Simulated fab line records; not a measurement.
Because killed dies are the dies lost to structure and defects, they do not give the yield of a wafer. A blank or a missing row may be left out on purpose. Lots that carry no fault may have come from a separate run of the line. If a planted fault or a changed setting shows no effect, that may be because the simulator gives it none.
Which tool did it? || flow sky130 || 11 lots, 32 wafers sampled, at 5 steps of a route of 708

WHAT THE GAUGES READ, wafer by wafer
SKY_CONTACT_CD_MEAS_14: the cd target is 170 nm. Usual: cdNm 170.1 nm, standard deviation 1.7.
{"lot": "L564", "measured": "day 31 16:01", "on": "cdSem-01", "cdNm (nm)": "170.3 168.8 169.4", "flag": ""}
{"lot": "L565", "measured": "day 32 10:56", "on": "cdSem-01", "cdNm (nm)": "171.7 170.0 170.1", "flag": ""}
{"lot": "L567", "measured": "day 32 14:22", "on": "cdSem-01", "cdNm (nm)": "171.5 170.8 172.1", "flag": ""}
{"lot": "L568", "measured": "day 32 22:12", "on": "cdSem-02", "cdNm (nm)": "170.4 169.5 169.6", "flag": ""}
{"lot": "L572", "measured": "day 34 17:00", "on": "cdSem-02", "cdNm (nm)": "171.8 172.9 172.3", "flag": ""}
{"lot": "L574", "measured": "day 35 02:22", "on": "cdSem-01", "cdNm (nm)": "171.0 170.8 171.7", "flag": ""}
{"lot": "L575", "measured": "day 35 06:27", "on": "cdSem-01", "cdNm (nm)": "173.7 170.2 172.7", "flag": ""}
{"lot": "L576", "measured": "day 35 19:10", "on": "cdSem-01", "cdNm (nm)": "168.6 169.2 169.2", "flag": ""}
{"lot": "L577", "measured": "day 36 00:45", "on": "cdSem-01", "cdNm (nm)": "169.8 169.6 169.0", "flag": ""}
{"lot": "L578", "measured": "day 36 08:46", "on": "cdSem-02", "cdNm (nm)": "172.1 171.6 174.2", "flag": ""}
{"lot": "L580", "measured": "day 36 19:35", "on": "cdSem-02", "cdNm (nm)": "171.2 168.9", "flag": ""}

SKY_VIA1_THK_MEAS_01. Usual: VIA1_HDPCVD_THK gives 1032 nm (standard deviation 10).
{"lot": "L564", "measured": "day 32 21:42", "on": "filmMetro-01", "VIA1_HDPCVD_THK (nm)": "1029 1034 1031", "flag": ""}
{"lot": "L565", "measured": "day 33 17:05", "on": "filmMetro-04", "VIA1_HDPCVD_THK (nm)": "1037 1039 1033", "flag": ""}
{"lot": "L567", "measured": "day 33 19:28", "on": "filmMetro-04", "VIA1_HDPCVD_THK (nm)": "1028 1021 1030", "flag": ""}
{"lot": "L568", "measured": "day 34 03:48", "on": "filmMetro-04", "VIA1_HDPCVD_THK (nm)": "1009 1007 1011", "flag": ""}
{"lot": "L572", "measured": "day 35 22:45", "on": "filmMetro-01", "VIA1_HDPCVD_THK (nm)": "1041 1034 1036", "flag": ""}
{"lot": "L574", "measured": "day 36 07:44", "on": "filmMetro-03", "VIA1_HDPCVD_THK (nm)": "1028 1038 1028", "flag": ""}
{"lot": "L575", "measured": "day 36 11:44", "on": "filmMetro-01", "VIA1_HDPCVD_THK (nm)": "1041 1053 1042", "flag": ""}
{"lot": "L576", "measured": "day 37 00:29", "on": "filmMetro-01", "VIA1_HDPCVD_THK (nm)": "1041 1042 1036", "flag": ""}
{"lot": "L577", "measured": "day 37 05:46", "on": "filmMetro-01", "VIA1_HDPCVD_THK (nm)": "1046 788 1033 1045 788 1035", "flag": "OFF"}
{"lot": "L578", "measured": "day 37 14:11", "on": "filmMetro-04", "VIA1_HDPCVD_THK (nm)": "784 1053 1035 784 1052 1034", "flag": "OFF"}
{"lot": "L580", "measured": "day 38 00:25", "on": "filmMetro-04", "VIA1_HDPCVD_THK (nm)": "767 1030 768 1030", "flag": "OFF"}

TOOL THAT RAN EACH LOT (tool first, then ch and the chambers of the sampled wafers, then the start)
{"lot": "L564", "SKY_SD_N_STRIP_11": "plasmaAsher-04 ch 0,1, day 27 23:14", "SKY_LI_CONTACT_ETCH_14": "rieDiel-03 ch 2,3, day 29 04:55", "SKY_VIA1_HDPCVD_00": "hdpcvd-02 ch 0,1,2, day 32 21:37"}
{"lot": "L565", "SKY_SD_N_STRIP_11": "plasmaAsher-04 ch 0,1, day 28 18:43", "SKY_LI_CONTACT_ETCH_14": "rieDiel-04 ch 0,1, day 30 00:31", "SKY_VIA1_HDPCVD_00": "hdpcvd-01 ch 0,1, day 33 16:54"}
{"lot": "L567", "SKY_SD_N_STRIP_11": "plasmaAsher-01 ch 0,1, day 29 00:10", "SKY_LI_CONTACT_ETCH_14": "rieDiel-01 ch 0,2,3, day 30 05:10", "SKY_VIA1_HDPCVD_00": "hdpcvd-02 ch 0,1,2, day 33 19:22"}
{"lot": "L568", "SKY_SD_N_STRIP_11": "plasmaAsher-01 ch 0,1, day 29 05:41", "SKY_LI_CONTACT_ETCH_14": "rieDiel-04 ch 1,3, day 30 11:31", "SKY_VIA1_HDPCVD_00": "hdpcvd-02 ch 0,1,2, day 34 03:40"}
{"lot": "L572", "SKY_SD_N_STRIP_11": "plasmaAsher-01 ch 0,1, day 31 04:02", "SKY_LI_CONTACT_ETCH_14": "rieDiel-04 ch 0,1, day 32 08:58", "SKY_VIA1_HDPCVD_00": "hdpcvd-02 ch 1,2, day 35 22:37"}
{"lot": "L574", "SKY_SD_N_STRIP_11": "plasmaAsher-03 ch 0,1, day 31 13:31", "SKY_LI_CONTACT_ETCH_14": "rieDiel-03 ch 2,3, day 32 18:46", "SKY_VIA1_HDPCVD_00": "hdpcvd-02 ch 0,1, day 36 07:38"}
{"lot": "L575", "SKY_SD_N_STRIP_11": "plasmaAsher-03 ch 0,1, day 31 18:29", "SKY_LI_CONTACT_ETCH_14": "rieDiel-04 ch 1,2, day 32 22:46", "SKY_VIA1_HDPCVD_00": "hdpcvd-01 ch 0,1, day 36 11:37"}
{"lot": "L576", "SKY_SD_N_STRIP_11": "plasmaAsher-01 ch 0,1, day 32 06:20", "SKY_LI_CONTACT_ETCH_14": "rieDiel-04 ch 1,3, day 33 11:12", "SKY_VIA1_HDPCVD_00": "hdpcvd-01 ch 0,1, day 37 00:22"}
{"lot": "L577", "SKY_SD_N_STRIP_11": "plasmaAsher-04 ch 0,1, day 32 12:11", "SKY_LI_CONTACT_ETCH_14": "rieDiel-03 ch 1,2,3, day 33 16:10", "SKY_VIA1_HDPCVD_00": "hdpcvd-01 ch 0,1, day 37 05:38"}
{"lot": "L578", "SKY_SD_N_STRIP_11": "plasmaAsher-01 ch 0,1, day 32 20:41", "SKY_LI_CONTACT_ETCH_14": "rieDiel-01 ch 1,2, day 34 01:34", "SKY_VIA1_HDPCVD_00": "hdpcvd-01 ch 0,1, day 37 14:04"}
{"lot": "L580", "SKY_SD_N_STRIP_11": "plasmaAsher-04 ch 0,1, day 33 07:59", "SKY_LI_CONTACT_ETCH_14": "rieDiel-01 ch 1,2, day 34 11:55", "SKY_VIA1_HDPCVD_00": "hdpcvd-01 ch 0,1, day 38 00:20"}
- SKY_SD_N_STRIP_11: strips in O2/N2.
- SKY_LI_CONTACT_ETCH_14: etches BARC in N2/H2, stops on SiO2, time 45.9 s, target depth 60 nm.
- SKY_VIA1_HDPCVD_00: deposits SiO2, target thk 1030 nm, time 171.7 s.

AS READ BY THE TOOLS THEMSELVES (means over the sampled wafers that have a number; for cases with no such wafer, the mark the record gives instead)
SKY_SD_N_STRIP_11. Usual: drypumpMotorCurrentA 5.57 A, standard deviation 0.15; oesProductAu 0.528 a.u., standard deviation 0.0048; stripTimeToEndpointS 22.55 s, standard deviation 0.049.
{"lot": "L564", "tool": "plasmaAsher-04", "drypumpMotorCurrentA (A)": 5.51, "oesProductAu (a.u.)": 0.527, "stripTimeToEndpointS (s)": 22.56, "flag": ""}
{"lot": "L565", "tool": "plasmaAsher-04", "drypumpMotorCurrentA (A)": 5.70, "oesProductAu (a.u.)": 0.524, "stripTimeToEndpointS (s)": 22.54, "flag": ""}
{"lot": "L567", "tool": "plasmaAsher-01", "drypumpMotorCurrentA (A)": 5.53, "oesProductAu (a.u.)": 0.527, "stripTimeToEndpointS (s)": 22.53, "flag": ""}
{"lot": "L568", "tool": "plasmaAsher-01", "drypumpMotorCurrentA (A)": 5.55, "oesProductAu (a.u.)": 0.532, "stripTimeToEndpointS (s)": 22.59, "flag": ""}
{"lot": "L572", "tool": "plasmaAsher-01", "drypumpMotorCurrentA (A)": 5.55, "oesProductAu (a.u.)": 0.529, "stripTimeToEndpointS (s)": 22.47, "flag": ""}
{"lot": "L574", "tool": "plasmaAsher-03", "drypumpMotorCurrentA (A)": 5.58, "oesProductAu (a.u.)": 0.524, "stripTimeToEndpointS (s)": 22.53, "flag": ""}
{"lot": "L575", "tool": "plasmaAsher-03", "drypumpMotorCurrentA (A)": 5.56, "oesProductAu (a.u.)": 0.533, "stripTimeToEndpointS (s)": 22.53, "flag": ""}
{"lot": "L576", "tool": "plasmaAsher-01", "drypumpMotorCurrentA (A)": 5.54, "oesProductAu (a.u.)": 0.533, "stripTimeToEndpointS (s)": 22.54, "flag": ""}
{"lot": "L577", "tool": "plasmaAsher-04", "drypumpMotorCurrentA (A)": 5.52, "oesProductAu (a.u.)": 0.526, "stripTimeToEndpointS (s)": 22.57, "flag": ""}
{"lot": "L578", "tool": "plasmaAsher-01", "drypumpMotorCurrentA (A)": 5.55, "oesProductAu (a.u.)": 0.531, "stripTimeToEndpointS (s)": 22.54, "flag": ""}
{"lot": "L580", "tool": "plasmaAsher-04", "drypumpMotorCurrentA (A)": 5.61, "oesProductAu (a.u.)": 0.522, "stripTimeToEndpointS (s)": 22.59, "flag": ""}

SKY_LI_CONTACT_ETCH_14. Usual: drypumpMotorCurrentA 5.7 A, standard deviation 0.46; oesProductAu 0.855 a.u., standard deviation 0.005; rfFwdPowerW 494.8 W, standard deviation 2.1; throttleValvePct 13.223 %, standard deviation 0.0088.
{"lot": "L564", "tool": "rieDiel-03", "drypumpMotorCurrentA (A)": 5.6, "oesProductAu (a.u.)": 0.851, "rfFwdPowerW (W)": 494.9, "throttleValvePct (%)": 13.226, "flag": ""}
{"lot": "L565", "tool": "rieDiel-04", "drypumpMotorCurrentA (A)": 5.3, "oesProductAu (a.u.)": 0.860, "rfFwdPowerW (W)": 496.5, "throttleValvePct (%)": 13.219, "flag": ""}
{"lot": "L567", "tool": "rieDiel-01", "drypumpMotorCurrentA (A)": 5.6, "oesProductAu (a.u.)": 0.853, "rfFwdPowerW (W)": 497.5, "throttleValvePct (%)": 13.231, "flag": ""}
{"lot": "L568", "tool": "rieDiel-04", "drypumpMotorCurrentA (A)": 5.6, "oesProductAu (a.u.)": 0.854, "rfFwdPowerW (W)": 495.4, "throttleValvePct (%)": 13.216, "flag": ""}
{"lot": "L572", "tool": "rieDiel-04", "drypumpMotorCurrentA (A)": 5.2, "oesProductAu (a.u.)": 0.856, "rfFwdPowerW (W)": 494.4, "throttleValvePct (%)": 13.219, "flag": ""}
{"lot": "L574", "tool": "rieDiel-03", "drypumpMotorCurrentA (A)": 5.4, "oesProductAu (a.u.)": 0.858, "rfFwdPowerW (W)": 495.8, "throttleValvePct (%)": 13.214, "flag": ""}
{"lot": "L575", "tool": "rieDiel-04", "drypumpMotorCurrentA (A)": 5.5, "oesProductAu (a.u.)": 0.853, "rfFwdPowerW (W)": 493.9, "throttleValvePct (%)": 13.223, "flag": ""}
{"lot": "L576", "tool": "rieDiel-04", "drypumpMotorCurrentA (A)": 6.0, "oesProductAu (a.u.)": 0.852, "rfFwdPowerW (W)": 494.3, "throttleValvePct (%)": 13.217, "flag": ""}
{"lot": "L577", "tool": "rieDiel-03", "drypumpMotorCurrentA (A)": 5.8, "oesProductAu (a.u.)": 0.856, "rfFwdPowerW (W)": 494.9, "throttleValvePct (%)": 13.227, "flag": ""}
{"lot": "L578", "tool": "rieDiel-01", "drypumpMotorCurrentA (A)": 5.5, "oesProductAu (a.u.)": 0.857, "rfFwdPowerW (W)": 495.4, "throttleValvePct (%)": 13.231, "flag": ""}
{"lot": "L580", "tool": "rieDiel-01", "drypumpMotorCurrentA (A)": 5.4, "oesProductAu (a.u.)": 0.857, "rfFwdPowerW (W)": 492.1, "throttleValvePct (%)": 13.226, "flag": ""}

SKY_VIA1_HDPCVD_00. Usual: runLengthS 199.7 s, standard deviation 0.52; sih4FlowSccm 60.00 sccm, standard deviation 0.21.
{"lot": "L564", "tool": "hdpcvd-02", "runLengthS (s)": 199.3, "sih4FlowSccm (sccm)": 59.73, "flag": ""}
{"lot": "L565", "tool": "hdpcvd-01", "runLengthS (s)": 199.8, "sih4FlowSccm (sccm)": 60.09, "flag": ""}
{"lot": "L567", "tool": "hdpcvd-02", "runLengthS (s)": 199.5, "sih4FlowSccm (sccm)": 59.91, "flag": ""}
{"lot": "L568", "tool": "hdpcvd-02", "runLengthS (s)": 199.7, "sih4FlowSccm (sccm)": 60.00, "flag": ""}
{"lot": "L572", "tool": "hdpcvd-02", "runLengthS (s)": 199.4, "sih4FlowSccm (sccm)": 60.27, "flag": ""}
{"lot": "L574", "tool": "hdpcvd-02", "runLengthS (s)": 199.4, "sih4FlowSccm (sccm)": 59.73, "flag": ""}
{"lot": "L575", "tool": "hdpcvd-01", "runLengthS (s)": 199.4, "sih4FlowSccm (sccm)": 60.23, "flag": ""}
{"lot": "L576", "tool": "hdpcvd-01", "runLengthS (s)": 199.5, "sih4FlowSccm (sccm)": 59.73, "flag": ""}
{"lot": "L577", "tool": "hdpcvd-01", "runLengthS (s)": 185.0, "sih4FlowSccm (sccm)": 60.16, "flag": "OFF"}
{"lot": "L578", "tool": "hdpcvd-01", "runLengthS (s)": 185.1, "sih4FlowSccm (sccm)": 59.95, "flag": "OFF"}
{"lot": "L580", "tool": "hdpcvd-01", "runLengthS (s)": 177.6, "sih4FlowSccm (sccm)": 59.89, "flag": "OFF"}

THE ANSWER, worked out from the rows above alone
Rule: take the mean of a lot's wafers that have a number; if it is more than 3 standard deviations from the usual mean, the lot is off. A lot without any number at a reading at which 4 lots or more have one is off too. Where the step has rows for the other lots, those lots are counted as sound. The gauges are gone through in route order, then the tools' own readings, and for those a lot's mean is taken as printed above. At the first step where some lot is off, the reading lying furthest off is the one used; lots without a number count as furthest.
Off: L577, L578, L580, at SKY_VIA1_THK_MEAS_01 (VIA1_HDPCVD_THK).
A tool fits if, at a process step before that reading, it ran every lot that is off, and no sound lot after the first of them. Not tried: the gauges at SKY_VIA1_THK_MEAS_01; whatever is off there is also off at SKY_VIA1_HDPCVD_00, on other tools, and gauge error can't account for it. One candidate fits, namely hdpcvd-01 at SKY_VIA1_HDPCVD_00. Its last sound lot is L576 (day 37 00:22), its first lot that is off L577 (day 37 05:38): a fault that began between those two fits.
The tool's own readings at SKY_VIA1_HDPCVD_00 bear it out: on the lots that are off they differ by more than 5 times the standard deviation of the sound lots' means. runLengthS reads 182.6 s there against 199.5 s on the sound lots.

WHAT THE SIMULATOR HAD PUT IN
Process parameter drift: hdpcvd-01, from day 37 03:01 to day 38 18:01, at SKY_VIA1_HDPCVD_00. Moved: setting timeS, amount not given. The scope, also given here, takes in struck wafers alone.
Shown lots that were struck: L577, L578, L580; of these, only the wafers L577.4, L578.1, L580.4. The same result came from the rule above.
